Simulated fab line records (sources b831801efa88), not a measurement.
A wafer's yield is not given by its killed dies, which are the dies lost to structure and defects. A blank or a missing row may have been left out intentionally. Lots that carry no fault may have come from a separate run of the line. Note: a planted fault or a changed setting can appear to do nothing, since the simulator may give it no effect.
Problem report, 8D (eight disciplines) form, completed by code	flow gf180mcu	the parts of the form that need people (team, actions taken, sign-off) are left out

1. PROBLEM STATEMENT
Across 3 wafers from 3 lots, SALICIDE_TIN_RS at GF_SALICIDE_RS_MEAS_04 averages 13.7 ohm/sq, while fault-free wafers read 16.3 ohm/sq with a standard deviation of 0.31. That puts it -8.4 standard deviations away from the usual mean.
The step: measures by four-point-probe.
Seen first at day 20 02:27 on film-metro-02, wafer L628.5. Wafers with a number at this step in the record: 36, from 13 lots. The rule behind "out" and "out of limits": a value lying over 4 standard deviations away from the usual mean. The rest of the wafers with a number are treated as sound.

2. WHAT THIS IS AND IS NOT
question	is	is not
which readings at this step	SALICIDE_TIN_RS	-
which lots	L628, L629, L630	L618, L619, L620, L622, L623, L626, L634, L636, L637, L638
which wafers of those lots	L628.5, L629.1, L630.1	L628.6, L629.6, L630.6
read on which gauges	film-metro-01, film-metro-02	film-metro-03
when	from day 20 02:27	up to then (19 sound wafers); but 14 sound wafers of L629, L630, L634, L636, L637, L638 came after

3. SUSPECTS, AND WHAT RULES EACH OUT
Counting: any tool at a process step up to the reading remains a suspect provided it ran every lot that is out. Sound lots after the first of them don't rule it out here, since some wafers of a struck lot are sound.
- the gauge at GF_SALICIDE_RS_MEAS_04 is ruled out. 2 gauges (film-metro-01, film-metro-02) read the wafers that are out.
- pvd-sputter-01 at GF_SALICIDE_SPUTTER_03 (material TiN, target thk 20 nm, time 16.7 s): kept. It ran every lot that is out, first L628 (day 20 02:22); its last sound lot up to then is L622 (day 18 00:03).
Left after counting: pvd-sputter-01 at GF_SALICIDE_SPUTTER_03.

4. THE CAUSE (what the simulator had put in)
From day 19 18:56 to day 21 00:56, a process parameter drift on pvd-sputter-01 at GF_SALICIDE_SPUTTER_03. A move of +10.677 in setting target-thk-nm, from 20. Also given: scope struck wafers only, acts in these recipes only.
Only this tool survived the counting.

5. SEQUENCE OF EFFECTS, ordered by route
One row per reading whose mean, taken over the struck wafers that have a number, lies over 3 standard deviations from the usual. Scope: only readings with a usual standard deviation given in the record; hours: median across lots of the time from each lot's start at the first step in this table that gives one to its start at this step; sigmas: change in usual standard deviations.
hours	step	reading	usual	on struck wafers	change	sigmas
0	GF_SALICIDE_RS_MEAS_04	SALICIDE_TIN_RS	16.3 ohm/sq	13.7	-2.6	-8.4
0	GF_SALICIDE_THK_MEAS_05	SALICIDE_TIN_THK	20.40 nm	31.36	+10.96	+46

6. WHAT WOULD HAVE CAUGHT IT SOONER
8 hours passed between the start of the fault at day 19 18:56 and the first reading out of limits at a measuring or inspecting step in this record, taken at day 20 02:27.
Of the tool readings at GF_SALICIDE_SPUTTER_03 for which the record gives a usual standard deviation, none was out on any struck wafer, so an alarm limit of 4 standard deviations on them would not have fired.
Of the lots that are out (3), L629, L630 began GF_SALICIDE_SPUTTER_03 on pvd-sputter-01 after day 20 02:27. A hold on the tool at that time would have spared those 2.
